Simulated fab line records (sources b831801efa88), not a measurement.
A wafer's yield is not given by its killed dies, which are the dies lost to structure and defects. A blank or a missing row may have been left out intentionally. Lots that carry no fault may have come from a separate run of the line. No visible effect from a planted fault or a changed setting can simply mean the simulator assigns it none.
Check for tools in common || flow gf180mcu || Sample size 13 lots and 39 wafers

== WHY IT WAS OPENED ==
Of 13 lots, 3 have the reading NSD_RS flagged at GF_PSD_RS_MEAS_14. Wafers without a fault read 46.12 ohm/sq, standard deviation 0.089.
Rule: a lot gets a flag if all its wafers with a number sit over 4 standard deviations from that mean, or if no wafer of it has a number. The rest of the lots are taken to be sound.

{"lot": "L357", "measured": "day 14 09:23", "on": "filmMetro-01", "NSD_RS (ohm/sq), wafer by wafer": "46.15 46.27 46.27", "flag": ""}
{"lot": "L361", "measured": "day 15 15:30", "on": "filmMetro-01", "NSD_RS (ohm/sq), wafer by wafer": "46.13 46.10 46.14", "flag": ""}
{"lot": "L362", "measured": "day 15 18:44", "on": "filmMetro-01", "NSD_RS (ohm/sq), wafer by wafer": "46.28 46.15 46.10", "flag": ""}
{"lot": "L363", "measured": "day 16 04:41", "on": "filmMetro-03", "NSD_RS (ohm/sq), wafer by wafer": "40.46 40.53 40.53", "flag": "FLAGGED"}
{"lot": "L366", "measured": "day 17 06:27", "on": "filmMetro-01", "NSD_RS (ohm/sq), wafer by wafer": "40.69 40.68 40.59", "flag": "FLAGGED"}
{"lot": "L367", "measured": "day 17 15:01", "on": "filmMetro-01", "NSD_RS (ohm/sq), wafer by wafer": "40.50 40.62 40.57", "flag": "FLAGGED"}
{"lot": "L373", "measured": "day 19 21:55", "on": "filmMetro-02", "NSD_RS (ohm/sq), wafer by wafer": "46.23 46.18 46.24", "flag": ""}
{"lot": "L374", "measured": "day 20 01:44", "on": "filmMetro-03", "NSD_RS (ohm/sq), wafer by wafer": "46.06 46.05 46.09", "flag": ""}
{"lot": "L375", "measured": "day 20 15:39", "on": "filmMetro-01", "NSD_RS (ohm/sq), wafer by wafer": "46.10 46.10 46.09", "flag": ""}
{"lot": "L376", "measured": "day 20 23:19", "on": "filmMetro-01", "NSD_RS (ohm/sq), wafer by wafer": "46.01 46.10 46.15", "flag": ""}
{"lot": "L377", "measured": "day 21 03:59", "on": "filmMetro-02", "NSD_RS (ohm/sq), wafer by wafer": "46.11 46.21 46.24", "flag": ""}
{"lot": "L378", "measured": "day 21 11:28", "on": "filmMetro-03", "NSD_RS (ohm/sq), wafer by wafer": "46.10 46.15 46.10", "flag": ""}
{"lot": "L379", "measured": "day 21 22:05", "on": "filmMetro-01", "NSD_RS (ohm/sq), wafer by wafer": "46.11 46.18 46.19", "flag": ""}
Average over the flagged lots: 40.57 ohm/sq; offset from the usual -5.55 ohm/sq, equal to -62 standard deviations.

== WHICH TOOL EACH LOT WENT THROUGH ==
The record keeps 1 process step preceding the reading, out of 602 steps on the route. Read each cell as the tool, then ch plus the chambers that the sampled wafers visited, then the start.
{"lot": "L357", "flag": "", "GF_PSD_RTA_13": "rtpAnneal-01 ch 0, day 14 09:19"}
{"lot": "L361", "flag": "", "GF_PSD_RTA_13": "rtpAnneal-02 ch 0, day 15 15:25"}
{"lot": "L362", "flag": "", "GF_PSD_RTA_13": "rtpAnneal-02 ch 0, day 15 18:39"}
{"lot": "L363", "flag": "FLAGGED", "GF_PSD_RTA_13": "rtpAnneal-02 ch 0, day 16 04:35"}
{"lot": "L366", "flag": "FLAGGED", "GF_PSD_RTA_13": "rtpAnneal-02 ch 0, day 17 06:22"}
{"lot": "L367", "flag": "FLAGGED", "GF_PSD_RTA_13": "rtpAnneal-02 ch 0, day 17 14:55"}
{"lot": "L373", "flag": "", "GF_PSD_RTA_13": "rtpAnneal-01 ch 0, day 19 21:50"}
{"lot": "L374", "flag": "", "GF_PSD_RTA_13": "rtpAnneal-01 ch 0, day 20 01:38"}
{"lot": "L375", "flag": "", "GF_PSD_RTA_13": "rtpAnneal-02 ch 0, day 20 15:34"}
{"lot": "L376", "flag": "", "GF_PSD_RTA_13": "rtpAnneal-01 ch 0, day 20 23:13"}
{"lot": "L377", "flag": "", "GF_PSD_RTA_13": "rtpAnneal-01 ch 0, day 21 03:55"}
{"lot": "L378", "flag": "", "GF_PSD_RTA_13": "rtpAnneal-02 ch 0, day 21 11:22"}
{"lot": "L379", "flag": "", "GF_PSD_RTA_13": "rtpAnneal-01 ch 0, day 21 21:59"}
What the steps here do:
- GF_PSD_RTA_13: time 20 s.
- GF_PSD_RS_MEAS_14: measures by four-point-probe.

== FLAGGED OVER TOTAL, TOOL BY TOOL (the gauges that took the reading come last) ==
{"step": "GF_PSD_RTA_13", "tool": "rtpAnneal-01", "lots run": 6, "flagged": 0, "share of the flagged lots": "none", "sound lots run after its first flagged lot": "-"}
{"step": "GF_PSD_RTA_13", "tool": "rtpAnneal-02", "lots run": 7, "flagged": 3, "share of the flagged lots": "all", "sound lots run after its first flagged lot": "2 (L375,L378)"}
{"step": "GF_PSD_RS_MEAS_14", "tool": "filmMetro-01", "lots run": 8, "flagged": 2, "share of the flagged lots": "some", "sound lots run after its first flagged lot": "3 (L375,L376,L379)"}
{"step": "GF_PSD_RS_MEAS_14", "tool": "filmMetro-02", "lots run": 2, "flagged": 0, "share of the flagged lots": "none", "sound lots run after its first flagged lot": "-"}
{"step": "GF_PSD_RS_MEAS_14", "tool": "filmMetro-03", "lots run": 3, "flagged": 1, "share of the flagged lots": "some", "sound lots run after its first flagged lot": "2 (L374,L378)"}

== WHAT THE TABLE ALLOWS ==
In the table, 1 row covers all flagged lots: rtpAnneal-02 at GF_PSD_RTA_13.
- rtpAnneal-02 at GF_PSD_RTA_13: 3 of its 7 lots flagged. Lots that were sound ran on it after the first flagged one (L375, L378); a persistent fault on the entire tool would not allow that. Its own readings lie more than 4 standard deviations out on every wafer of the flagged lots: runLengthS.
There is no row in the table that ran each flagged lot and no sound lot after the first.

== WHAT THE SIMULATOR HAD PUT IN ==
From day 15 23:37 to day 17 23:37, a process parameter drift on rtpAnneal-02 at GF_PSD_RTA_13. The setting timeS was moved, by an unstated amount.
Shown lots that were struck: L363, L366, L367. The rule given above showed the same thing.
